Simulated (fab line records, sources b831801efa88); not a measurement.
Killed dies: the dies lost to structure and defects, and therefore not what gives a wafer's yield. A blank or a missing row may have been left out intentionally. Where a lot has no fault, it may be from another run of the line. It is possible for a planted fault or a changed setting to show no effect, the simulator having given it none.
fab line records :: flow sky130 :: part 2 of 2: steps 26 to 35 of 35
[record]
  lots = 5
  wafers = 15
  lastDay = 50
route steps=708 shown METAL2@506 VIA2@507 METAL3@532 CAPM@537
lots that met no fault: taken from a fault-free run of the same line
startH: the number of hours between the record's first day and the start of the first shown wafer of the lot :: waitH: hours since the lot's step before :: " repeats the value in the row above :: L1.1+2: a row that stands for several wafers :: - no value present, or no start provided :: * or withheld: withheld :: < > ~ a bound
route shown NAME@n: a module of which the file shows steps, and the number in the route of the first :: usual: the fault-free wafers' mean and standard deviation :: same: alike in all rows :: chamber/n: place in a boat :: sites: each site's reading :: _std_site: standard deviation of those values :: _edge_site: mean of outer sites minus mean of inner sites :: radiusMm: how far each site lies from the wafer's centre :: mask NAME#n: copy n :: behind: the tool/chamber that last shaped the wafer :: hold: the reason the lot was held/the length of the hold in hours/how it ended :: device: names the non-switching transistor (n, p or np) :: end of line: at the end of the route, the tests of the same wafers :: step lacking rows: just its recipe :: killed: not the wafer's yield, but the dies lost to structure and defects at the first sort :: map: a wafer's dies, x killed, . not, _ none there
set.NAME: the setting the step ran with; set.NAME@STEP: the setting that earlier step ran with :: model.NAME: the simulator's own value behind a step, which no gauge read
a table for each step, a row for each wafer; lots at some steps of the route
services: the hour from which a tool's chamber was out of use, counted from the record's first day as startH (under 0 if before that day), plus the number of hours and why
[[steps]]
[step SKY_VIA2_CMP_24]
[recipe]
  stopOn = SiO2
  tOverpolishS = 20
  downForcePsi = 3.5
  platenRpm = 60
  targetThkNm = 0
  padVelocityMS = 0.94248
[usual]
  motorCurrentA = 11.2/1.6
  overpolishRunS = 20.000/0.011
  platenRpm = 60.00/0.039
  timeToEndpointS = 100/3.7
lot.wafer: L079.2
tool: cmp-01
chamber: 1
startH: 882.02
waitH: 0.0
motorCurrentA: 10.9
overpolishRunS: 20.015
platenRpm: 60.04
timeToEndpointS: 104

lot.wafer: L079.3
tool: cmp-01
chamber: 3
startH: 882.02
waitH: 0.0
motorCurrentA: 13.8
overpolishRunS: 19.993
platenRpm: 60.02
timeToEndpointS: 98

lot.wafer: L079.1
tool: cmp-01
chamber: 0
startH: 882.02
waitH: 0.0
motorCurrentA: 9.9
overpolishRunS: 20.012
platenRpm: 60.01
timeToEndpointS: 98

lot.wafer: L084.2
tool: cmp-02
chamber: 1
startH: 931.96
waitH: 0.0
motorCurrentA: 11.4
overpolishRunS: 20.002
platenRpm: 60.01
timeToEndpointS: 100

lot.wafer: L084.1
tool: cmp-02
chamber: 2
startH: 931.96
waitH: 0.0
motorCurrentA: 14.0
overpolishRunS: 19.996
platenRpm: 59.97
timeToEndpointS: 105

lot.wafer: L084.6
tool: cmp-02
chamber: 2
startH: 931.96
waitH: 0.0
motorCurrentA: 13.1
overpolishRunS: 19.987
platenRpm: 60.02
timeToEndpointS: 105

lot.wafer: L091.1
tool: cmp-01
chamber: 1
startH: 968.81
waitH: 0.1
motorCurrentA: 10.9
overpolishRunS: 19.990
platenRpm: 59.96
timeToEndpointS: 112

lot.wafer: L091.6
tool: cmp-01
chamber: 0
startH: 968.81
waitH: 0.1
motorCurrentA: 9.5
overpolishRunS: 19.994
platenRpm: 59.96
timeToEndpointS: 106

lot.wafer: L091.5
tool: cmp-01
chamber: 1
startH: 968.81
waitH: 0.1
motorCurrentA: 11.4
overpolishRunS: 19.986
platenRpm: 59.92
timeToEndpointS: 107

lot.wafer: L096.4
tool: cmp-02
chamber: 1
startH: 994.26
waitH: 0.1
motorCurrentA: 11.9
overpolishRunS: 20.012
platenRpm: 60.03
timeToEndpointS: 100

lot.wafer: L096.1
tool: cmp-02
chamber: 2
startH: 994.26
waitH: 0.1
motorCurrentA: 12.9
overpolishRunS: 20.010
platenRpm: 60.02
timeToEndpointS: 101

lot.wafer: L096.5
tool: cmp-02
chamber: 3
startH: 994.26
waitH: 0.1
motorCurrentA: 9.2
overpolishRunS: 20.017
platenRpm: 60.01
timeToEndpointS: 96

lot.wafer: L097.2
tool: cmp-02
chamber: 1
startH: 1004.41
waitH: 0.6
motorCurrentA: 11.6
overpolishRunS: 20.003
platenRpm: 59.97
timeToEndpointS: 93

lot.wafer: L097.4
tool: cmp-02
chamber: 3
startH: 1004.41
waitH: 0.6
motorCurrentA: 9.5
overpolishRunS: 19.997
platenRpm: 59.96
timeToEndpointS: 94

lot.wafer: L097.5
tool: cmp-02
chamber: 2
startH: 1004.41
waitH: 0.6
motorCurrentA: 13.4
overpolishRunS: 20.018
platenRpm: 59.94
timeToEndpointS: 99
[step SKY_METAL3_SPUTTER_00]
[recipe]
  material = Ti
  targetThkNm = 15
  powerW = 3000
  timeS = 10
  chamberPressurePa = 0.4
[usual]
  throttleValvePct = 30.2/0.99
lot.wafer: L079.1
tool: pvdSputter-01
chamber: -
startH: 882.32
waitH: 0.1
throttleValvePct: 29.3

lot.wafer: L079.2
tool: pvdSputter-01
chamber: -
startH: 882.32
waitH: 0.1
throttleValvePct: 29.8

lot.wafer: L079.3
tool: pvdSputter-01
chamber: -
startH: 882.32
waitH: 0.1
throttleValvePct: 30.7

lot.wafer: L084.1
tool: pvdSputter-01
chamber: -
startH: 932.26
waitH: 0.2
throttleValvePct: 29.8

lot.wafer: L084.2
tool: pvdSputter-01
chamber: -
startH: 932.26
waitH: 0.2
throttleValvePct: 30.4

lot.wafer: L084.6
tool: pvdSputter-01
chamber: -
startH: 932.26
waitH: 0.2
throttleValvePct: 29.3

lot.wafer: L091.1
tool: pvdSputter-04
chamber: -
startH: 969.06
waitH: 0.2
throttleValvePct: 28.9

lot.wafer: L091.5
tool: pvdSputter-04
chamber: -
startH: 969.06
waitH: 0.2
throttleValvePct: 31.7

lot.wafer: L091.6
tool: pvdSputter-04
chamber: -
startH: 969.06
waitH: 0.2
throttleValvePct: 29.3

lot.wafer: L096.1
tool: pvdSputter-03
chamber: -
startH: 994.46
waitH: 0.1
throttleValvePct: 31.8

lot.wafer: L096.4
tool: pvdSputter-03
chamber: -
startH: 994.46
waitH: 0.1
throttleValvePct: 29.7

lot.wafer: L096.5
tool: pvdSputter-03
chamber: -
startH: 994.46
waitH: 0.1
throttleValvePct: 29.7

lot.wafer: L097.2
tool: pvdSputter-03
chamber: -
startH: 1004.71
waitH: 0.2
throttleValvePct: 30.9

lot.wafer: L097.4
tool: pvdSputter-03
chamber: -
startH: 1004.71
waitH: 0.2
throttleValvePct: 32.0

lot.wafer: L097.5
tool: pvdSputter-03
chamber: -
startH: 1004.71
waitH: 0.2
throttleValvePct: 29.8
[step SKY_METAL3_SPUTTER_01]
[recipe]
  material = TiN
  targetThkNm = 20
  powerW = 6500
  timeS = 16.7
  chamberPressurePa = 0.4
[usual]
  throttleValvePct = 30.2/0.99
lot.wafer: L079.1
tool: pvdSputter-01
chamber: -
startH: 882.34
waitH: 0.0
throttleValvePct: 29.0

lot.wafer: L079.2
tool: pvdSputter-01
chamber: -
startH: 882.34
waitH: 0.0
throttleValvePct: 29.9

lot.wafer: L079.3
tool: pvdSputter-01
chamber: -
startH: 882.34
waitH: 0.0
throttleValvePct: 30.9

lot.wafer: L084.1
tool: pvdSputter-01
chamber: -
startH: 932.28
waitH: 0.0
throttleValvePct: 30.1

lot.wafer: L084.2
tool: pvdSputter-01
chamber: -
startH: 932.28
waitH: 0.0
throttleValvePct: 30.5

lot.wafer: L084.6
tool: pvdSputter-01
chamber: -
startH: 932.28
waitH: 0.0
throttleValvePct: 29.2

lot.wafer: L091.1
tool: pvdSputter-04
chamber: -
startH: 969.08
waitH: 0.0
throttleValvePct: 28.6

lot.wafer: L091.5
tool: pvdSputter-04
chamber: -
startH: 969.08
waitH: 0.0
throttleValvePct: 31.7

lot.wafer: L091.6
tool: pvdSputter-04
chamber: -
startH: 969.08
waitH: 0.0
throttleValvePct: 29.0

lot.wafer: L096.1
tool: pvdSputter-03
chamber: -
startH: 994.48
waitH: 0.0
throttleValvePct: 32.1

lot.wafer: L096.4
tool: pvdSputter-03
chamber: -
startH: 994.48
waitH: 0.0
throttleValvePct: 29.7

lot.wafer: L096.5
tool: pvdSputter-03
chamber: -
startH: 994.48
waitH: 0.0
throttleValvePct: 29.4

lot.wafer: L097.2
tool: pvdSputter-03
chamber: -
startH: 1004.73
waitH: 0.0
throttleValvePct: 30.7

lot.wafer: L097.4
tool: pvdSputter-03
chamber: -
startH: 1004.73
waitH: 0.0
throttleValvePct: 31.9

lot.wafer: L097.5
tool: pvdSputter-03
chamber: -
startH: 1004.73
waitH: 0.0
throttleValvePct: 29.6
[step SKY_METAL3_SPUTTER_02]
[recipe]
  material = AlCu
  targetThkNm = 735
  powerW = 10600
  timeS = 39.1
  chamberPressurePa = 0.4
[usual]
  throttleValvePct = 30.2/1
lot.wafer: L079.1
tool: pvdSputter-01
chamber: -
startH: 882.37
waitH: 0.0
throttleValvePct: 29.3

lot.wafer: L079.2
tool: pvdSputter-01
chamber: -
startH: 882.37
waitH: 0.0
throttleValvePct: 30.0

lot.wafer: L079.3
tool: pvdSputter-01
chamber: -
startH: 882.37
waitH: 0.0
throttleValvePct: 30.8

lot.wafer: L084.1
tool: pvdSputter-01
chamber: -
startH: 932.31
waitH: 0.0
throttleValvePct: 30.1

lot.wafer: L084.2
tool: pvdSputter-01
chamber: -
startH: 932.31
waitH: 0.0
throttleValvePct: 30.0

lot.wafer: L084.6
tool: pvdSputter-01
chamber: -
startH: 932.31
waitH: 0.0
throttleValvePct: 29.2

lot.wafer: L091.1
tool: pvdSputter-04
chamber: -
startH: 969.10
waitH: 0.0
throttleValvePct: 28.8

lot.wafer: L091.5
tool: pvdSputter-04
chamber: -
startH: 969.10
waitH: 0.0
throttleValvePct: 31.6

lot.wafer: L091.6
tool: pvdSputter-04
chamber: -
startH: 969.10
waitH: 0.0
throttleValvePct: 28.9

lot.wafer: L096.1
tool: pvdSputter-03
chamber: -
startH: 994.51
waitH: 0.0
throttleValvePct: 31.7

lot.wafer: L096.4
tool: pvdSputter-03
chamber: -
startH: 994.51
waitH: 0.0
throttleValvePct: 29.7

lot.wafer: L096.5
tool: pvdSputter-03
chamber: -
startH: 994.51
waitH: 0.0
throttleValvePct: 29.8

lot.wafer: L097.2
tool: pvdSputter-03
chamber: -
startH: 1004.76
waitH: 0.0
throttleValvePct: 30.7

lot.wafer: L097.4
tool: pvdSputter-03
chamber: -
startH: 1004.76
waitH: 0.0
throttleValvePct: 32.0

lot.wafer: L097.5
tool: pvdSputter-03
chamber: -
startH: 1004.76
waitH: 0.0
throttleValvePct: 29.8
[step SKY_METAL3_SPUTTER_03]
[recipe]
  material = Ti
  targetThkNm = 5
  powerW = 3000
  timeS = 3.3
  chamberPressurePa = 0.4
[usual]
  throttleValvePct = 30.2/0.99
lot.wafer: L079.1
tool: pvdSputter-01
chamber: -
startH: 882.41
waitH: 0.0
throttleValvePct: 29.3

lot.wafer: L079.2
tool: pvdSputter-01
chamber: -
startH: 882.41
waitH: 0.0
throttleValvePct: 29.9

lot.wafer: L079.3
tool: pvdSputter-01
chamber: -
startH: 882.41
waitH: 0.0
throttleValvePct: 30.8

lot.wafer: L084.1
tool: pvdSputter-01
chamber: -
startH: 932.35
waitH: 0.0
throttleValvePct: 29.8

lot.wafer: L084.2
tool: pvdSputter-01
chamber: -
startH: 932.35
waitH: 0.0
throttleValvePct: 30.4

lot.wafer: L084.6
tool: pvdSputter-01
chamber: -
startH: 932.35
waitH: 0.0
throttleValvePct: 29.2

lot.wafer: L091.1
tool: pvdSputter-04
chamber: -
startH: 969.14
waitH: 0.0
throttleValvePct: 28.9

lot.wafer: L091.5
tool: pvdSputter-04
chamber: -
startH: 969.14
waitH: 0.0
throttleValvePct: 31.5

lot.wafer: L091.6
tool: pvdSputter-04
chamber: -
startH: 969.14
waitH: 0.0
throttleValvePct: 29.1

lot.wafer: L096.1
tool: pvdSputter-03
chamber: -
startH: 994.55
waitH: 0.0
throttleValvePct: 31.9

lot.wafer: L096.4
tool: pvdSputter-03
chamber: -
startH: 994.55
waitH: 0.0
throttleValvePct: 29.8

lot.wafer: L096.5
tool: pvdSputter-03
chamber: -
startH: 994.55
waitH: 0.0
throttleValvePct: 29.6

lot.wafer: L097.2
tool: pvdSputter-03
chamber: -
startH: 1004.80
waitH: 0.0
throttleValvePct: 30.9

lot.wafer: L097.4
tool: pvdSputter-03
chamber: -
startH: 1004.80
waitH: 0.0
throttleValvePct: 31.7

lot.wafer: L097.5
tool: pvdSputter-03
chamber: -
startH: 1004.80
waitH: 0.0
throttleValvePct: 29.8
[step SKY_METAL3_SPUTTER_04]
[recipe]
  material = TiN
  targetThkNm = 70
  powerW = 6500
  timeS = 58.3
  chamberPressurePa = 0.4
[usual]
  throttleValvePct = 30.2/1
lot.wafer: L079.1
tool: pvdSputter-01
chamber: -
startH: 882.42
waitH: 0.0
throttleValvePct: 29.2

lot.wafer: L079.2
tool: pvdSputter-01
chamber: -
startH: 882.42
waitH: 0.0
throttleValvePct: 29.9

lot.wafer: L079.3
tool: pvdSputter-01
chamber: -
startH: 882.42
waitH: 0.0
throttleValvePct: 30.6

lot.wafer: L084.1
tool: pvdSputter-01
chamber: -
startH: 932.37
waitH: 0.0
throttleValvePct: 29.9

lot.wafer: L084.2
tool: pvdSputter-01
chamber: -
startH: 932.37
waitH: 0.0
throttleValvePct: 30.3

lot.wafer: L084.6
tool: pvdSputter-01
chamber: -
startH: 932.37
waitH: 0.0
throttleValvePct: 29.3

lot.wafer: L091.1
tool: pvdSputter-04
chamber: -
startH: 969.16
waitH: 0.0
throttleValvePct: 28.7

lot.wafer: L091.5
tool: pvdSputter-04
chamber: -
startH: 969.16
waitH: 0.0
throttleValvePct: 31.5

lot.wafer: L091.6
tool: pvdSputter-04
chamber: -
startH: 969.16
waitH: 0.0
throttleValvePct: 29.2

lot.wafer: L096.1
tool: pvdSputter-03
chamber: -
startH: 994.57
waitH: 0.0
throttleValvePct: 32.1

lot.wafer: L096.4
tool: pvdSputter-03
chamber: -
startH: 994.57
waitH: 0.0
throttleValvePct: 29.4

lot.wafer: L096.5
tool: pvdSputter-03
chamber: -
startH: 994.57
waitH: 0.0
throttleValvePct: 29.5

lot.wafer: L097.2
tool: pvdSputter-03
chamber: -
startH: 1004.82
waitH: 0.0
throttleValvePct: 30.8

lot.wafer: L097.4
tool: pvdSputter-03
chamber: -
startH: 1004.82
waitH: 0.0
throttleValvePct: 31.9

lot.wafer: L097.5
tool: pvdSputter-03
chamber: -
startH: 1004.82
waitH: 0.0
throttleValvePct: 29.6
[step SKY_CAPM_CVD_00]
[recipe]
  material = SiO2
  targetThkNm = 15.5
  tempC = 400
  timeS = withheld
  rfW = 450
[usual]
  heaterPowerW = 730/120
lot.wafer: L079.1
tool: pecvd-04
chamber: 1
startH: 882.47
waitH: 0.0
heaterPowerW: 732

lot.wafer: L079.2
tool: pecvd-04
chamber: 0
startH: 882.47
waitH: 0.0
heaterPowerW: 822

lot.wafer: L079.3
tool: pecvd-04
chamber: 2
startH: 882.47
waitH: 0.0
heaterPowerW: 785

lot.wafer: L084.1
tool: pecvd-01
chamber: 1
startH: 932.42
waitH: 0.0
heaterPowerW: 649

lot.wafer: L084.2
tool: pecvd-01
chamber: 0
startH: 932.42
waitH: 0.0
heaterPowerW: 590

lot.wafer: L084.6
tool: pecvd-01
chamber: 0
startH: 932.42
waitH: 0.0
heaterPowerW: 588

lot.wafer: L091.1
tool: pecvd-04
chamber: 0
startH: 969.21
waitH: 0.0
heaterPowerW: 800

lot.wafer: L091.5
tool: pecvd-04
chamber: 2
startH: 969.21
waitH: 0.0
heaterPowerW: 703

lot.wafer: L091.6
tool: pecvd-04
chamber: 1
startH: 969.21
waitH: 0.0
heaterPowerW: 810

lot.wafer: L096.1
tool: pecvd-01
chamber: 1
startH: 994.62
waitH: 0.0
heaterPowerW: 695

lot.wafer: L096.4
tool: pecvd-01
chamber: 1
startH: 994.62
waitH: 0.0
heaterPowerW: 670

lot.wafer: L096.5
tool: pecvd-01
chamber: 2
startH: 994.62
waitH: 0.0
heaterPowerW: 667

lot.wafer: L097.2
tool: pecvd-01
chamber: 1
startH: 1004.86
waitH: 0.0
heaterPowerW: 601

lot.wafer: L097.4
tool: pecvd-01
chamber: 1
startH: 1004.86
waitH: 0.0
heaterPowerW: 615

lot.wafer: L097.5
tool: pecvd-01
chamber: 0
startH: 1004.86
waitH: 0.0
heaterPowerW: 549
[step SKY_CAPM_THK_MEAS_01]
[recipe]
  reads = SiO2_of_CAPM_CVD_00
[usual]
  CAPM_CVD_00_THK = 15.56/0.2
lot.wafer: L079.1
tool: filmMetro-03
chamber: -
startH: 882.49
waitH: -
CAPM_CVD_00_THK[nm]: 15.60

lot.wafer: L079.2
tool: filmMetro-03
chamber: -
startH: 882.49
waitH: -
CAPM_CVD_00_THK[nm]: 15.33

lot.wafer: L079.3
tool: filmMetro-03
chamber: -
startH: 882.49
waitH: -
CAPM_CVD_00_THK[nm]: 15.30

lot.wafer: L084.1
tool: filmMetro-03
chamber: -
startH: 932.44
waitH: -
CAPM_CVD_00_THK[nm]: 15.15

lot.wafer: L084.2
tool: filmMetro-03
chamber: -
startH: 932.44
waitH: -
CAPM_CVD_00_THK[nm]: 15.50

lot.wafer: L084.6
tool: filmMetro-03
chamber: -
startH: 932.44
waitH: -
CAPM_CVD_00_THK[nm]: 15.46

lot.wafer: L091.1
tool: filmMetro-03
chamber: -
startH: 969.23
waitH: -
CAPM_CVD_00_THK[nm]: 15.36

lot.wafer: L091.5
tool: filmMetro-03
chamber: -
startH: 969.23
waitH: -
CAPM_CVD_00_THK[nm]: 15.68

lot.wafer: L091.6
tool: filmMetro-03
chamber: -
startH: 969.23
waitH: -
CAPM_CVD_00_THK[nm]: 15.72

lot.wafer: L096.1
tool: filmMetro-02
chamber: -
startH: 994.64
waitH: -
CAPM_CVD_00_THK[nm]: 15.30

lot.wafer: L096.4
tool: filmMetro-02
chamber: -
startH: 994.64
waitH: -
CAPM_CVD_00_THK[nm]: 15.53

lot.wafer: L096.5
tool: filmMetro-02
chamber: -
startH: 994.64
waitH: -
CAPM_CVD_00_THK[nm]: 15.68

lot.wafer: L097.2
tool: filmMetro-04
chamber: -
startH: 1004.90
waitH: -
CAPM_CVD_00_THK[nm]: 15.46

lot.wafer: L097.4
tool: filmMetro-04
chamber: -
startH: 1004.90
waitH: -
CAPM_CVD_00_THK[nm]: 15.63

lot.wafer: L097.5
tool: filmMetro-04
chamber: -
startH: 1004.90
waitH: -
CAPM_CVD_00_THK[nm]: 15.76
[step SKY_CAPM_SPUTTER_02]
[recipe]
  material = TiN
  targetThkNm = 200
  tempC = 300
  powerW = 6500
  timeS = 166.7
  chamberPressurePa = 0.4
[usual]
  throttleValvePct = 29.8/1.2
lot.wafer: L079.1
tool: pvdSputter-04
chamber: -
startH: 882.55
waitH: 0.1
throttleValvePct: 29.1

lot.wafer: L079.2
tool: pvdSputter-04
chamber: -
startH: 882.55
waitH: 0.1
throttleValvePct: 31.5

lot.wafer: L079.3
tool: pvdSputter-04
chamber: -
startH: 882.55
waitH: 0.1
throttleValvePct: 28.7

lot.wafer: L084.1
tool: pvdSputter-04
chamber: -
startH: 932.50
waitH: 0.1
throttleValvePct: 28.6

lot.wafer: L084.2
tool: pvdSputter-04
chamber: -
startH: 932.50
waitH: 0.1
throttleValvePct: 28.5

lot.wafer: L084.6
tool: pvdSputter-04
chamber: -
startH: 932.50
waitH: 0.1
throttleValvePct: 28.8

lot.wafer: L091.1
tool: pvdSputter-02
chamber: -
startH: 969.29
waitH: 0.1
throttleValvePct: 27.9

lot.wafer: L091.5
tool: pvdSputter-02
chamber: -
startH: 969.29
waitH: 0.1
throttleValvePct: 30.5

lot.wafer: L091.6
tool: pvdSputter-02
chamber: -
startH: 969.29
waitH: 0.1
throttleValvePct: 28.2

lot.wafer: L096.1
tool: pvdSputter-02
chamber: -
startH: 994.70
waitH: 0.1
throttleValvePct: 29.3

lot.wafer: L096.4
tool: pvdSputter-02
chamber: -
startH: 994.70
waitH: 0.1
throttleValvePct: 28.4

lot.wafer: L096.5
tool: pvdSputter-02
chamber: -
startH: 994.70
waitH: 0.1
throttleValvePct: 28.4

lot.wafer: L097.2
tool: pvdSputter-04
chamber: -
startH: 1004.95
waitH: 0.0
throttleValvePct: 28.5

lot.wafer: L097.4
tool: pvdSputter-04
chamber: -
startH: 1004.95
waitH: 0.0
throttleValvePct: 28.3

lot.wafer: L097.5
tool: pvdSputter-04
chamber: -
startH: 1004.95
waitH: 0.0
throttleValvePct: 28.1
[step SKY_CAPM_RS_MEAS_03]
[recipe]
  thkMeasGauge = four-point-probe
  reads = TiN_of_CAPM_SPUTTER_02
[usual]
  CAPM_TIN_RS = 6.89/0.072
lot.wafer: L079.1
tool: filmMetro-04
chamber: -
startH: 882.66
waitH: 0.1
CAPM_TIN_RS[ohm/sq]: 6.81

lot.wafer: L079.2
tool: filmMetro-04
chamber: -
startH: 882.66
waitH: 0.1
CAPM_TIN_RS[ohm/sq]: 6.84

lot.wafer: L079.3
tool: filmMetro-04
chamber: -
startH: 882.66
waitH: 0.1
CAPM_TIN_RS[ohm/sq]: 6.91

lot.wafer: L084.1
tool: filmMetro-03
chamber: -
startH: 932.61
waitH: 0.1
CAPM_TIN_RS[ohm/sq]: 6.77

lot.wafer: L084.2
tool: filmMetro-03
chamber: -
startH: 932.61
waitH: 0.1
CAPM_TIN_RS[ohm/sq]: 6.83

lot.wafer: L084.6
tool: filmMetro-03
chamber: -
startH: 932.61
waitH: 0.1
CAPM_TIN_RS[ohm/sq]: 6.86

lot.wafer: L091.1
tool: filmMetro-04
chamber: -
startH: 969.40
waitH: 0.1
CAPM_TIN_RS[ohm/sq]: 6.86

lot.wafer: L091.5
tool: filmMetro-04
chamber: -
startH: 969.40
waitH: 0.1
CAPM_TIN_RS[ohm/sq]: 6.81

lot.wafer: L091.6
tool: filmMetro-04
chamber: -
startH: 969.40
waitH: 0.1
CAPM_TIN_RS[ohm/sq]: 6.84

lot.wafer: L096.1
tool: filmMetro-03
chamber: -
startH: 994.81
waitH: 0.1
CAPM_TIN_RS[ohm/sq]: 6.88

lot.wafer: L096.4
tool: filmMetro-03
chamber: -
startH: 994.81
waitH: 0.1
CAPM_TIN_RS[ohm/sq]: 6.84

lot.wafer: L096.5
tool: filmMetro-03
chamber: -
startH: 994.81
waitH: 0.1
CAPM_TIN_RS[ohm/sq]: 6.88

lot.wafer: L097.2
tool: filmMetro-02
chamber: -
startH: 1005.08
waitH: 0.1
CAPM_TIN_RS[ohm/sq]: 6.94

lot.wafer: L097.4
tool: filmMetro-02
chamber: -
startH: 1005.08
waitH: 0.1
CAPM_TIN_RS[ohm/sq]: 6.94

lot.wafer: L097.5
tool: filmMetro-02
chamber: -
startH: 1005.08
waitH: 0.1
CAPM_TIN_RS[ohm/sq]: 6.94
[[services]]
tool: wetBench-03
chamber: -
startH: 848.24
hours: 4.4
kind: pm

tool: rieDiel-03
chamber: 3
startH: 850.34
hours: 2.0
kind: repair

tool: cmp-01
chamber: -
startH: 882.57
hours: 1.7
kind: repair

tool: hdpcvd-01
chamber: -
startH: 892.22
hours: 6.0
kind: pm

tool: pvdSputter-04
chamber: -
startH: 893.05
hours: 2.2
kind: repair

tool: rieDiel-03
chamber: -
startH: 894.21
hours: 28.1
kind: pm

tool: cvdW-02
chamber: -
startH: 904.00
hours: 14.0
kind: pm

tool: cmp-01
chamber: -
startH: 912.00
hours: 4.0
kind: pm

tool: pecvd-01
chamber: 0
startH: 914.00
hours: 4.3
kind: repair

tool: cmp-01
chamber: -
startH: 923.52
hours: 1.3
kind: repair

tool: rieDiel-03
chamber: 0
startH: 927.88
hours: 3.5
kind: repair

tool: wetBench-03
chamber: -
startH: 931.77
hours: 1.9
kind: pm

tool: krfScanner-01
chamber: -
startH: 937.99
hours: 1.0
kind: pm

tool: hdpcvd-01
chamber: -
startH: 950.25
hours: 15.0
kind: pm

tool: krfScanner-01
chamber: -
startH: 951.99
hours: 0.8
kind: pm

tool: pvdSputter-03
chamber: -
startH: 966.99
hours: 1.4
kind: repair

tool: krfScanner-01
chamber: -
startH: 969.60
hours: 0.8
kind: repair

tool: cmp-01
chamber: -
startH: 970.87
hours: 0.7
kind: repair

tool: cmp-02
chamber: -
startH: 982.27
hours: 5.7
kind: repair

tool: cmp-02
chamber: -
startH: 985.78
hours: 0.9
kind: repair

tool: rieDiel-03
chamber: 3
startH: 992.40
hours: 1.3
kind: repair

tool: pecvd-01
chamber: 2
startH: 994.81
hours: 2.6
kind: repair

tool: pvdSputter-03
chamber: -
startH: 997.30
hours: 3.7
kind: repair

tool: cmp-01
chamber: -
startH: 1000.58
hours: 7.5
kind: pm
